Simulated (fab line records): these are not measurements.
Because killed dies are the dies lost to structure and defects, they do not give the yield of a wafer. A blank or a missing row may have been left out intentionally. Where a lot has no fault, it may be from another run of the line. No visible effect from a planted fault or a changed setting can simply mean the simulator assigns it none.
Which tool was responsible?    flow sky130    6 lots, 18 wafers sampled, at 2 steps of a route of 708

== WHAT THE GAUGES SHOWED, per wafer ==
SKY_VIA2_OVL_MEAS_13.
lot   measured      on          VIA2_OVL (nm)
L597  day 36 08:49  overlay-01  7 -6 -2
L601  day 37 21:50  overlay-02  -9 -1 -8
L611  day 41 06:48  overlay-02  -4 -10 -2
L614  day 41 19:18  overlay-01  -3 -4 8
L617  day 42 13:10  overlay-02  2 1 9
L619  day 43 16:03  overlay-02  -3 -4 2

== WHAT TOOL EACH LOT RAN ON (gives the tool, then ch and the chambers of the sampled wafers, and finally the start) ==
lot   SKY_METAL2_ETCH_18
L597  rie_metal-01 ch 0,1, day 35 05:23
L601  rie_metal-03 ch 0,1, day 36 18:45
L611  rie_metal-02 ch 0,1, day 40 05:37
L614  rie_metal-01 ch 0,1, day 40 18:41
L617  rie_metal-03 ch 0,1, day 41 12:33
L619  rie_metal-02 ch 0,1, day 42 16:39
- SKY_METAL2_ETCH_18: etches BARC in N2/H2, stops on SiO2, time 45.9 s, target depth 60 nm.

== THE ANSWER, worked out from the rows above alone ==
Rule: the lots themselves supply what counts as usual. The widest of any qualifying gaps counts: lots, ordered by their means at a reading, are off when they make up no more than a third of the lots, leave a main group of 4 or more, and stand apart from it by 3 or more times the standard deviation of that group's means. A main group whose means are all the same, to the digits that the tables above print for the reading, isn't used. A lot without any number at a reading at which 4 lots or more have one is off too. The other lots that the step has rows for count as sound.
Across all readings shown, no lot is off: no conclusion can be drawn from this.

== WHAT THE SIMULATOR PUT IN ==
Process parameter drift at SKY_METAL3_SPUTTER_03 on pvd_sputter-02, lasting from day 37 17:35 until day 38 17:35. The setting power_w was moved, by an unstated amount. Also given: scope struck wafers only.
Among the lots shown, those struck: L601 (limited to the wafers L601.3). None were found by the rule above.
